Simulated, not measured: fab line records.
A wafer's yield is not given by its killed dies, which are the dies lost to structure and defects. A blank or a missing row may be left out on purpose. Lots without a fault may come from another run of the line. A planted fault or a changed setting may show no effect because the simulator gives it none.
fab line records	flow sky130
[record] lots = 14	wafers = 42	last-day = 50
route steps=708 shown METAL1@440 VIA1@470 PASSIVATION@683 PAD_OPEN@708
lots with no fault: from the same line, run without faults
start-h: hours from the record's first day to the start of the lot's first wafer shown	wait-h: how many hours have passed since the lot's step before this one	" unchanged from the row above	L1.1+2: a single row standing in for several wafers	- no value, or no start given	* or withheld: withheld	< > ~ a bound
route shown NAME@n: NAME is a module with steps in the file, n the number in the route of the first one	usual: mean/standard deviation taken from wafers without a fault	same: alike in all rows	chamber/n: place in a boat	sites: each site's reading	_std_site: the standard deviation of these	_edge_site: mean of outer sites minus mean of inner sites	radius-mm: for every site, how far away it sits from the centre of the wafer	mask NAME#n: copy n	behind: the most recent tool/chamber to have shaped the wafer	hold: reason for holding the lot/hours on hold/outcome of the hold	device: whichever transistor did not switch (one of n, p or np)	end of line: the same wafers' tests at the end of the route	a step given without rows: its recipe and nothing more	killed: the dies lost at the first sort to structure and to defects; this is not the yield of the wafer	map: shows each die of a wafer: x if killed, . if not, _ if none is there
set.NAME: the setting the step ran with; set.NAME@STEP: the setting that earlier step ran with	model.NAME: the simulator's own value behind a step, which no gauge read
one table for each step of the route and one row for each wafer, over a sample of lots
services: from which hour (start-h, from the record's first day; less than 0 if before it) a tool's chamber was out of use, for how many hours, and why
[[steps]]
[step SKY_METAL1_THK_MEAS_06]
[recipe] thk-meas-gauge = xrf	reads = AlCu_of_METAL1_SPUTTER_02
[usual] METAL1_ALCU_THK = 250.8/2.5
lot.wafer	tool	chamber	start-h	wait-h	METAL1_ALCU_THK[nm]
L452.1	film-metro-03	-	740.76	0.1	249.9
L452.3	"	-	"	"	252.1
L452.6	"	-	"	"	251.7
L453.1	film-metro-02	-	746.43	0.1	250.2
L453.4	"	-	"	"	248.5
L453.6	"	-	"	"	248.7
L454.1	film-metro-02	-	759.80	0.1	246.1
L454.3	"	-	"	"	247.5
L454.4	"	-	"	"	248.6
L456.2	film-metro-02	-	766.90	0.1	251.4
L456.5	"	-	"	"	251.9
L456.6	"	-	"	"	249.1
L455.1	film-metro-01	-	767.38	0.1	253.6
L455.2	"	-	"	"	254.7
L455.5	"	-	"	"	254.0
L458.1	film-metro-02	-	790.52	0.1	250.2
L458.3	"	-	"	"	250.3
L458.4	"	-	"	"	249.1
L459.1	film-metro-03	-	799.51	0.1	250.9
L459.3	"	-	"	"	251.7
L459.6	"	-	"	"	252.5
L461.1	film-metro-02	-	811.99	0.1	249.3
L461.2	"	-	"	"	247.7
L461.5	"	-	"	"	251.7
L463.3	film-metro-03	-	829.23	0.1	253.8
L463.4	"	-	"	"	251.9
L463.5	"	-	"	"	250.4
L469.1	film-metro-01	-	879.67	0.1	251.3
L469.2	"	-	"	"	251.3
L469.6	"	-	"	"	250.6
L471.1	film-metro-03	-	881.76	0.1	250.8
L471.3	"	-	"	"	250.6
L471.4	"	-	"	"	250.4
L472.3	film-metro-03	-	888.42	0.1	251.4
L472.5	"	-	"	"	249.0
L472.6	"	-	"	"	250.0
L474.1	film-metro-01	-	904.92	0.1	244.1
L474.3	"	-	"	"	248.0
L474.6	"	-	"	"	246.4
L475.2	film-metro-03	-	914.48	0.1	252.8
L475.3	"	-	"	"	248.8
L475.4	"	-	"	"	247.7
[step SKY_METAL1_OVL_MEAS_16]
[usual] METAL1_OVL = -2/5.4
lot.wafer	tool	chamber	start-h	wait-h	METAL1_OVL[nm]
L452.1	overlay-02	-	767.47	0.1	-3
L452.3	"	-	"	"	-2
L452.6	"	-	"	"	-1
L453.1	overlay-02	-	773.44	0.1	-6
L453.4	"	-	"	"	1
L453.6	"	-	"	"	3
L454.1	overlay-01	-	786.92	0.1	-3
L454.3	"	-	"	"	-9
L454.4	"	-	"	"	-8
L456.2	overlay-01	-	794.04	0.1	3
L456.5	"	-	"	"	3
L456.6	"	-	"	"	3
L455.1	overlay-01	-	794.62	0.1	-7
L455.2	"	-	"	"	-11
L455.5	"	-	"	"	-4
L458.1	overlay-01	-	817.77	0.1	-6
L458.3	"	-	"	"	-4
L458.4	"	-	"	"	-4
L459.1	overlay-02	-	825.84	0.1	-4
L459.3	"	-	"	"	-10
L459.6	"	-	"	"	-8
L461.1	overlay-01	-	838.47	0.1	-4
L461.2	"	-	"	"	9
L461.5	"	-	"	"	10
L463.3	overlay-02	-	854.83	0.1	-6
L463.4	"	-	"	"	-2
L463.5	"	-	"	"	4
L469.1	overlay-02	-	905.99	0.1	3
L469.2	"	-	"	"	-2
L469.6	"	-	"	"	-2
L471.1	overlay-02	-	907.23	0.1	-3
L471.3	"	-	"	"	1
L471.4	"	-	"	"	2
L472.3	overlay-02	-	913.93	0.1	6
L472.5	"	-	"	"	-4
L472.6	"	-	"	"	-5
L474.1	overlay-01	-	929.12	0.1	8
L474.3	"	-	"	"	0
L474.6	"	-	"	"	-3
L475.2	overlay-02	-	939.37	0.1	-7
L475.3	"	-	"	"	0
L475.4	"	-	"	"	-9
[step SKY_VIA1_CD_MEAS_12]
[recipe] target-cd-nm = 150
[usual] cd-nm = 150.2/1.5
lot.wafer	tool	chamber	start-h	wait-h	cd-nm
L452.1	cd-sem-02	-	795.25	-	151.0
L452.3	"	-	"	"	151.1
L452.6	"	-	"	"	151.2
L453.1	cd-sem-02	-	801.02	-	151.1
L453.4	"	-	"	"	150.5
L453.6	"	-	"	"	151.1
L454.1	cd-sem-01	-	814.65	-	150.5
L454.3	"	-	"	"	151.0
L454.4	"	-	"	"	150.1
L456.2	cd-sem-01	-	822.17	-	152.4
L456.5	"	-	"	"	149.5
L456.6	"	-	"	"	149.4
L455.1	cd-sem-01	-	822.30	-	151.9
L455.2	"	-	"	"	151.1
L455.5	"	-	"	"	150.3
L458.1	cd-sem-01	-	845.74	-	151.4
L458.3	"	-	"	"	149.9
L458.4	"	-	"	"	150.3
L459.1	cd-sem-01	-	852.84	-	149.7
L459.3	"	-	"	"	149.9
L459.6	"	-	"	"	150.0
L461.1	cd-sem-01	-	865.02	-	150.0
L461.2	"	-	"	"	150.7
L461.5	"	-	"	"	150.9
L463.3	cd-sem-01	-	882.23	-	150.1
L463.4	"	-	"	"	151.9
L463.5	"	-	"	"	149.9
L469.1	cd-sem-01	-	931.69	-	149.7
L469.2	"	-	"	"	149.1
L469.6	"	-	"	"	149.6
L471.1	cd-sem-01	-	933.80	-	148.2
L471.3	"	-	"	"	147.8
L471.4	"	-	"	"	148.7
L472.3	cd-sem-01	-	940.06	-	150.4
L472.5	"	-	"	"	151.6
L472.6	"	-	"	"	150.8
L474.1	cd-sem-01	-	958.95	-	149.5
L474.3	"	-	"	"	148.0
L474.6	"	-	"	"	148.9
L475.2	cd-sem-01	-	964.52	-	150.9
L475.3	"	-	"	"	148.4
L475.4	"	-	"	"	149.9
[step SKY_PASSIVATION_CVD_02]
[recipe] material = Si3N4	target-thk-nm = 540	temp-c = 400	time-s = withheld	rf-w = 450
[usual] heater-power-w = 754/100
lot.wafer	tool	chamber	start-h	wait-h	heater-power-w
L452.1	pecvd-04	2	1035.96	0.1	1000
L452.3	"	0	"	"	740
L452.6	"	2	"	"	821
L453.1	pecvd-01	2	1041.42	0.1	646
L453.4	"	0	"	"	618
L453.6	"	2	"	"	691
L454.1	pecvd-03	2	1045.34	0.1	837
L454.3	"	1	"	"	842
L454.4	"	0	"	"	797
L456.2	pecvd-04	2	1057.87	0.0	896
L456.5	"	1	"	"	741
L456.6	"	2	"	"	929
L455.1	pecvd-01	0	1058.00	0.1	633
L455.2	"	2	"	"	700
L455.5	"	2	"	"	566
L458.1	pecvd-04	1	1070.80	0.1	759
L458.3	"	0	"	"	621
L458.4	"	0	"	"	672
L459.1	pecvd-04	2	1076.72	0.1	845
L459.3	"	1	"	"	724
L459.6	"	0	"	"	673
L461.1	pecvd-04	0	1090.09	0.1	741
L461.2	"	1	"	"	728
L461.5	"	0	"	"	627
L463.3	pecvd-04	1	1103.39	0.0	711
L463.4	"	0	"	"	760
L463.5	"	1	"	"	740
L469.1	pecvd-01	0	1150.65	0.1	531
L469.2	"	2	"	"	602
L469.6	"	2	"	"	655
L471.1	pecvd-03	1	1151.72	0.1	813
L471.3	"	2	"	"	807
L471.4	"	1	"	"	871
L472.3	pecvd-01	2	1152.71	0.0	632
L472.5	"	0	"	"	581
L472.6	"	2	"	"	662
L474.1	pecvd-03	1	1161.13	0.1	760
L474.3	"	1	"	"	791
L474.6	"	1	"	"	829
L475.2	pecvd-03	1	1169.97	0.0	719
L475.3	"	2	"	"	743
L475.4	"	2	"	"	781
[step SKY_PASSIVATION_THK_MEAS_03]
[recipe] reads = Si3N4_of_PASSIVATION_CVD_02
[usual] PASSIVATION_CVD_02_THK = 538/6.7
lot.wafer	tool	chamber	start-h	wait-h	hold	PASSIVATION_CVD_02_THK[nm]
L452.1	film-metro-02	-	1036.19	-	-	532
L452.3	"	-	"	"	-	533
L452.6	"	-	"	"	-	540
L453.1	film-metro-02	-	1041.64	-	-	539
L453.4	"	-	"	"	-	542
L453.6	"	-	"	"	-	542
L454.1	film-metro-04	-	1045.57	-	-	537
L454.3	"	-	"	"	-	535
L454.4	"	-	"	"	-	548
L456.2	film-metro-04	-	1058.10	-	-	534
L456.5	"	-	"	"	-	535
L456.6	"	-	"	"	-	537
L455.1	film-metro-01	-	1058.22	-	-	533
L455.2	"	-	"	"	-	527
L455.5	"	-	"	"	-	540
L458.1	film-metro-02	-	1071.03	-	-	520
L458.3	"	-	"	"	-	532
L458.4	"	-	"	"	-	534
L459.1	film-metro-04	-	1076.95	-	-	522
L459.3	"	-	"	"	-	527
L459.6	"	-	"	"	-	531
L461.1	film-metro-01	-	1090.31	-	await-dispo/0.2h/release	556
L461.2	"	-	"	"	await-dispo/0.2h/release	556
L461.5	"	-	"	"	await-dispo/0.2h/release	570
L461.1	film-metro-01	-	1090.58	0.3	-	556
L461.2	"	-	"	"	-	556
L461.5	"	-	"	"	-	571
L463.3	film-metro-01	-	1103.64	-	await-dispo/0.2h/release	556
L463.4	"	-	"	"	await-dispo/0.2h/release	565
L463.5	"	-	"	"	await-dispo/0.2h/release	567
L463.3	film-metro-01	-	1103.86	0.2	-	555
L463.4	"	-	"	"	-	566
L463.5	"	-	"	"	-	567
L469.1	film-metro-02	-	1150.88	-	-	535
L469.2	"	-	"	"	-	530
L469.6	"	-	"	"	-	535
L471.1	film-metro-01	-	1152.05	-	-	536
L471.3	"	-	"	"	-	546
L471.4	"	-	"	"	-	543
L472.3	film-metro-04	-	1152.96	-	-	530
L472.5	"	-	"	"	-	542
L472.6	"	-	"	"	-	550
L474.1	film-metro-01	-	1161.47	-	-	528
L474.3	"	-	"	"	-	531
L474.6	"	-	"	"	-	538
L475.2	film-metro-01	-	1170.20	-	-	544
L475.3	"	-	"	"	-	545
L475.4	"	-	"	"	-	551
[step SKY_PAD_OPEN_PROBE_99]
[usual] defect-limited-yield = 82.1/1.8	killed_at_M0_to_M3 = 44/6.2	killed_at_M4_up = 3.3/1.7	killed-at-contacts = 24/4.9	killed-at-front-end = 16/5	killed-at-other = 0.3/0.48	killed-dies = 88/9	killed-open = 48/7	killed-short = 39/6.1	sort_bin_3_pad_short = 0.9/0.46	sort_bin_5_function = 10.6/1.4	sort_bin_6_memory = 6.4/1.1	sort-n-pass = 404/9	sort-yield-pct = 82.1/1.8
[same] gross-dies = 492	killed-at-back-side = 0	sort_bin_4_leakage[%] = 0	sort_bin_8_speed[%] = 0
lot.wafer	tool	chamber	start-h	wait-h	defect-limited-yield[%]	killed_at_M0_to_M3	killed_at_M4_up	killed-at-contacts	killed-at-front-end	killed-at-other	killed-dies	killed-open	killed-short	sort_bin_3_pad_short[%]	sort_bin_5_function[%]	sort_bin_6_memory[%]	sort-n-pass	sort-yield-pct[%]
L459.1	prober-02	-	1118.32	0.1	80.3	39	2	31	23	2	97	52	45	1.0	12.6	6.1	395	80.3
L459.3	prober-02	-	1118.42	0.2	80.7	46	3	34	11	1	95	60	34	0.4	11.6	7.3	397	80.7
L459.6	prober-02	-	1118.57	0.2	81.7	42	3	28	17	0	90	53	37	0.8	10.2	7.3	402	81.7
L471.1	prober-02	-	1188.32	0.1	77.0	56	4	35	18	0	113	55	56	1.4	12.2	9.3	379	77.0
L472.3	prober-01	-	1189.13	0.2	79.3	51	1	33	16	1	102	56	46	1.0	11.6	8.1	390	79.3
L472.5	prober-01	-	1189.23	0.2	82.9	49	6	19	10	0	84	46	38	1.4	10.4	5.3	408	82.9
L472.6	prober-01	-	1189.28	0.2	80.9	47	4	23	20	0	94	55	37	0.6	11.2	7.3	398	80.9
// killed by level:class
L459.1 CONTACT:geometric-particle:open=18 VIA1:geometric-particle:open=14 LOCAL_INTERCONNECT:geometric-particle:short=8 FIELD_ISO:geometric-particle:short=6 VIA3:geometric-particle:open=6 POLY_GATE:geometric-particle:short=4 SPACER:geometric-particle:short=4 CONTACT:geometric-particle:short=4
L459.3 VIA1:geometric-particle:open=15 CONTACT:geometric-particle:open=10 CONTACT:geometric-particle:short=9 VIA2:geometric-particle:open=9 LI_CONTACT:geometric-particle:open=7 VIA3:geometric-particle:open=7 FIELD_ISO:geometric-particle:short=4 LOCAL_INTERCONNECT:geometric-particle:short=3
L459.6 CONTACT:geometric-particle:open=14 VIA1:geometric-particle:open=10 VIA2:geometric-particle:open=8 LI_CONTACT:geometric-particle:open=7 VIA3:geometric-particle:open=6 METAL3:geometric-particle:short=6 CONTACT:geometric-particle:short=5 FIELD_ISO:geometric-particle:short=4
L471.1 CONTACT:geometric-particle:open=13 VIA1:geometric-particle:short=11 METAL1:geometric-particle:short=10 LI_CONTACT:geometric-particle:open=9 VIA1:geometric-particle:open=8 FIELD_ISO:geometric-particle:open=7 CONTACT:geometric-particle:short=7 METAL2:geometric-particle:short=6
L472.3 VIA1:geometric-particle:open=13 FIELD_ISO:geometric-particle:open=11 CONTACT:geometric-particle:open=10 LI_CONTACT:geometric-particle:open=9 METAL1:geometric-particle:short=7 VIA1:geometric-particle:short=6 VIA3:geometric-particle:open=6 VIA3:geometric-particle:short=5
L472.5 VIA1:geometric-particle:open=14 CONTACT:geometric-particle:open=9 METAL1:geometric-particle:short=6 VIA3:geometric-particle:open=6 VIA1:geometric-particle:short=5 VIA2:geometric-particle:open=5 VIA3:geometric-particle:short=4 METAL4:geometric-particle:short=4
L472.6 VIA1:geometric-particle:open=15 CONTACT:geometric-particle:open=10 FIELD_ISO:geometric-particle:open=9 VIA2:geometric-particle:open=7 CONTACT:geometric-particle:short=6 VIA1:geometric-particle:short=6 METAL3:geometric-particle:short=4 VIA3:geometric-particle:open=4
[[services]]
tool	chamber	start-h	hours	kind
pecvd-01	1	1013.91	2.1	scheduled-down
pecvd-01	1	1043.92	5.5	scheduled-down
pecvd-01	2	1054.29	2.1	scheduled-down
pecvd-04	2	1063.96	2.1	scheduled-down
pecvd-03	-	1099.12	5.5	pm
pecvd-01	-	1139.61	3.0	repair
pecvd-03	-	1141.28	4.3	pm
pecvd-03	0	1151.60	16.5	scheduled-down
pecvd-04	-	1165.21	2.0	repair
pecvd-01	0	1166.93	2.1	scheduled-down
[[key]]
[first-sign] step = SKY_PASSIVATION_THK_MEAS_03	reading = visit	direction = added
[effect] step = SKY_PASSIVATION_THK_MEAS_03	reading = PASSIVATION_CVD_02_THK	direction = up	sigmas = 3.5	usual = 538	struck = 562
met-at SKY_PASSIVATION_CVD_02
struck-lots L461,L463
not-acting-at SKY_METAL1_THK_MEAS_06,SKY_METAL1_OVL_MEAS_16,SKY_VIA1_CD_MEAS_12
onset-between 1076.72 1090.09
[fault] kind = process-parameter-drift	tool = pecvd-04	chamber = -	onset-h = 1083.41	steps = SKY_PASSIVATION_CVD_02	channel = time-s	offset = withheld	shape = step	end-h = 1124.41	acts-in = *
